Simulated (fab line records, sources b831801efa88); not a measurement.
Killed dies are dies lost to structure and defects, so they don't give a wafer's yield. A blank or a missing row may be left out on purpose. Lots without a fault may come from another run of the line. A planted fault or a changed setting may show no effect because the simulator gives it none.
Which tool did it? | flow sky130 | 12 lots, 36 wafers sampled, at 4 steps of a route of 708

WHAT THE GAUGES READ, wafer by wafer
SKY_CAPM_OVL_MEAS_12.
lot  | measured     | on         | CAPM_OVL (nm)
L449 | day 37 17:42 | overlay-02 | -1.6 -2.2 -0.8
L453 | day 38 22:01 | overlay-02 | -2.2 -1.8 -2.1
L457 | day 40 13:52 | overlay-01 | -0.3 1.1 1.5
L458 | day 40 14:46 | overlay-01 | 1.1 0.0 -0.7
L460 | day 41 04:54 | overlay-01 | -0.9 1.1 0.5
L462 | day 41 16:43 | overlay-02 | 1.5 -1.1 0.4
L465 | day 42 11:49 | overlay-02 | 0.6 0.8 1.4
L466 | day 42 19:33 | overlay-01 | -0.2 0.8 -1.3
L467 | day 42 21:57 | overlay-01 | 0.9 -1.1 0.0
L469 | day 43 14:51 | overlay-01 | 1.2 0.2 2.5
L470 | day 43 21:09 | overlay-02 | -0.5 0.4 0.3
L471 | day 43 22:42 | overlay-01 | 0.6 -0.5 1.1

WHICH TOOL RAN EACH LOT (tool, then ch and the chambers of the sampled wafers, then the start)
lot  | SKY_METAL1_SPUTTER_02        | SKY_VIA1_CMP_24               | SKY_METAL3_SPUTTER_03
L449 | pvd_sputter-04, day 31 21:41 | cmp-01 ch 0,1, day 34 06:49   | pvd_sputter-04, day 36 15:17
L453 | pvd_sputter-04, day 33 04:36 | cmp-01 ch 2,3, day 35 12:36   | pvd_sputter-01, day 37 20:01
L457 | pvd_sputter-01, day 34 17:45 | cmp-01 ch 0,1,3, day 37 01:12 | pvd_sputter-04, day 39 14:35
L458 | pvd_sputter-04, day 34 18:27 | cmp-01 ch 0,1, day 37 02:27   | pvd_sputter-04, day 39 15:29
L460 | pvd_sputter-01, day 35 13:23 | cmp-01 ch 0,1, day 37 20:27   | pvd_sputter-04, day 40 04:38
L462 | pvd_sputter-04, day 36 00:44 | cmp-01 ch 0,2,3, day 38 07:44 | pvd_sputter-04, day 40 16:50
L465 | pvd_sputter-01, day 36 20:41 | cmp-01 ch 1,2, day 39 10:53   | pvd_sputter-02, day 41 11:41
L466 | pvd_sputter-02, day 37 06:22 | cmp-01 ch 0,3, day 39 16:35   | pvd_sputter-02, day 41 19:22
L467 | pvd_sputter-04, day 37 09:48 | cmp-01 ch 1,2, day 39 18:08   | pvd_sputter-01, day 41 21:47
L469 | pvd_sputter-04, day 38 03:17 | cmp-01 ch 2,3, day 40 12:16   | pvd_sputter-02, day 42 15:46
L470 | pvd_sputter-01, day 38 11:47 | cmp-01 ch 1,2,3, day 40 18:41 | pvd_sputter-01, day 42 23:37
L471 | pvd_sputter-01, day 38 15:08 | cmp-01 ch 0,1,3, day 40 21:17 | pvd_sputter-01, day 43 00:16
- SKY_METAL1_SPUTTER_02: material AlCu, target thk 250 nm, time 13.3 s.
- SKY_VIA1_CMP_24: polishes, stops on SiO2, t overpolish 15 s, target thk 0 nm.
- SKY_METAL3_SPUTTER_03: material Ti, target thk 5 nm, time 3.3 s.

WHAT THE TOOLS THEMSELVES READ (means of the sampled wafers that have a number; where no wafer has one, the mark that the record gives instead)
SKY_METAL1_SPUTTER_02.
lot  | tool           | cathode_dc_power_W (W) | throttle_valve_pct (%)
L449 | pvd_sputter-04 | 10601                  | 29.4
L453 | pvd_sputter-04 | 10600                  | 30.0
L457 | pvd_sputter-01 | 10601                  | 30.1
L458 | pvd_sputter-04 | 10600                  | 29.8
L460 | pvd_sputter-01 | 10601                  | 30.6
L462 | pvd_sputter-04 | 10599                  | 30.2
L465 | pvd_sputter-01 | 10598                  | 29.4
L466 | pvd_sputter-02 | 10601                  | 29.2
L467 | pvd_sputter-04 | 10598                  | 29.5
L469 | pvd_sputter-04 | 10600                  | 29.8
L470 | pvd_sputter-01 | 10600                  | 30.4
L471 | pvd_sputter-01 | 10601                  | 30.5

SKY_VIA1_CMP_24.
lot  | tool   | motor_current_A (A) | overpolish_run_s (s) | slurry_filter_dp_kPa (kPa) | time_to_endpoint_s (s)
L449 | cmp-01 | 10.1                | 15.001               | 13.59                      | 59.3
L453 | cmp-01 | 11.6                | 15.007               | 13.49                      | 64.6
L457 | cmp-01 | 10.7                | 14.999               | 13.48                      | 64.5
L458 | cmp-01 | 9.7                 | 15.006               | 13.60                      | 62.4
L460 | cmp-01 | 10.7                | 14.999               | 13.51                      | 59.6
L462 | cmp-01 | 11.4                | 15.005               | 13.61                      | 63.2
L465 | cmp-01 | 10.4                | 14.990               | 13.49                      | 57.9
L466 | cmp-01 | 11.4                | 15.009               | 13.43                      | 66.6
L467 | cmp-01 | 10.9                | 15.003               | 13.51                      | 61.5
L469 | cmp-01 | 11.3                | 15.002               | 13.55                      | 64.5
L470 | cmp-01 | 11.3                | 14.992               | 13.50                      | 64.1
L471 | cmp-01 | 10.8                | 15.008               | 13.48                      | 69.0

SKY_METAL3_SPUTTER_03.
lot  | tool           | cathode_dc_power_W (W) | throttle_valve_pct (%)
L449 | pvd_sputter-04 | 2999.4                 | 30.1
L453 | pvd_sputter-01 | 2999.9                 | 30.2
L457 | pvd_sputter-04 | 3000.3                 | 29.9
L458 | pvd_sputter-04 | 3151.4                 | 28.9
L460 | pvd_sputter-04 | 3151.2                 | 29.2
L462 | pvd_sputter-04 | 3152.2                 | 30.4
L465 | pvd_sputter-02 | 2999.6                 | 29.5
L466 | pvd_sputter-02 | 3000.0                 | 29.6
L467 | pvd_sputter-01 | 2999.9                 | 29.5
L469 | pvd_sputter-02 | 2999.6                 | 29.9
L470 | pvd_sputter-01 | 2999.9                 | 29.9
L471 | pvd_sputter-01 | 3000.1                 | 30.0

THE ANSWER, worked out from the rows above alone
Rule: what is usual is taken from the lots themselves. Put in order of their means at a reading, lots are off if they are a third of the lots or fewer, leave a main group of 4 or more, and stand apart from it by a gap of 3 or more times the standard deviation of the main group's means; of several such gaps the widest counts. A main group whose means are all the same, to the digits that the tables above print for the reading, isn't used. A lot without any number at a reading at which 4 lots or more have one is off too. The other lots that the step has rows for count as sound. The gauges are gone through in route order, then the tools' own readings, and for those a lot's mean is taken as printed above. The first step at which some lot is off is used, and at that step the reading that is off furthest; a lot without a number counts as furthest.
Off: L458, L460, L462, at SKY_METAL3_SPUTTER_03 (cathode_dc_power_W). The main group: mean 2999.9 W, standard deviation 0.26.
A tool fits if, at that step or a process step before it, it ran every lot that is off, and no sound lot after the first of them. One fits: pvd_sputter-04 at SKY_METAL3_SPUTTER_03. Its last sound lot is L457 (day 39 14:35), its first lot that is off L458 (day 39 15:29): a fault that began between those two fits.
The tool's own readings at SKY_METAL3_SPUTTER_03 bear it out: on the lots that are off they differ by more than 5 times the standard deviation of the sound lots' means. cathode_dc_power_W reads 3151.6 W there against 2999.9 W on the sound lots.

WHAT THE SIMULATOR HAD PUT IN
Process parameter drift: pvd_sputter-04, from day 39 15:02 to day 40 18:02, at SKY_METAL3_SPUTTER_03. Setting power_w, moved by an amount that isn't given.
Lots struck among those shown: L458, L460, L462. The rule above found the same.
